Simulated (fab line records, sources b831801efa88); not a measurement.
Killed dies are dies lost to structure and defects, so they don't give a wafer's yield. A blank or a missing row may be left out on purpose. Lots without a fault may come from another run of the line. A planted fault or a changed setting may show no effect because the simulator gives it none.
Chamber matching | flow sky130 | SKY_CONTACT_ETCH_17 on rie_diel-01: 4 sister chambers
The step etches SiO2 in C4F8/O2/Ar, stops on Si3N4, target depth 340 nm. 8 wafers are shown with their chamber, then 8 later ones without.

WAFERS WITH THEIR CHAMBER
wafer  | chamber | oes_product_au (a.u.) | chamber_pressure_mTorr (mTorr)
L079.1 | 2       | 0.888                 | 40.01
L079.2 | 1       | 0.900                 | 39.95
L080.3 | 3       | 0.898                 | 39.98
L080.4 | 2       | 0.894                 | 39.97
L085.1 | 1       | 0.892                 | 40.04
L085.2 | 3       | 0.898                 | 40.07
L085.3 | 0       | 0.895                 | 39.99
L087.4 | 0       | 0.887                 | 40.03

WAFERS WITHOUT THEIR CHAMBER
wafer  | oes_product_au (a.u.) | chamber_pressure_mTorr (mTorr)
L087.5 | 0.892                 | 39.97
L087.6 | 0.891                 | 39.97
L088.4 | 0.892                 | 40.00
L088.5 | 0.889                 | 39.98
L088.6 | 0.899                 | 40.00
L094.1 | 0.889                 | 39.99
L094.3 | 0.898                 | 40.02
L094.5 | 0.894                 | 40.00

WHICH CHAMBER EACH WENT THROUGH
wafer  | from the rows above               | in truth
L087.5 | can't be placed: 2 or 0 or 1 or 3 | 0
L087.6 | can't be placed: 2 or 0 or 1 or 3 | 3
L088.4 | can't be placed: 0 or 2 or 1 or 3 | 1
L088.5 | can't be placed: 2 or 0 or 1 or 3 | 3
L088.6 | can't be placed: 3 or 1 or 0 or 2 | 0
L094.1 | can't be placed: 2 or 0 or 1 or 3 | 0
L094.3 | can't be placed: 3 or 1 or 0 or 2 | 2
L094.5 | can't be placed: 1 or 0 or 2 or 3 | 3
Placed correctly: 0 of 8. Can't be placed from these rows: 8 (the true chamber is among the candidates in 8). Placed wrongly: 0.
How it was worked out, from the rows above alone: a wafer's distance from a chamber is the root of the sum, over the readings, of the square of ((its reading less the chamber's mean) divided by the reading's scatter). The wafer belongs to the nearest chamber; if the next one is less than 2 further off, it can't be placed. A chamber's mean is the mean of its shown wafers. The scatter: the root of (the sum of the squares of (reading less its chamber's mean) over the shown wafers, divided by (wafers less chambers)).
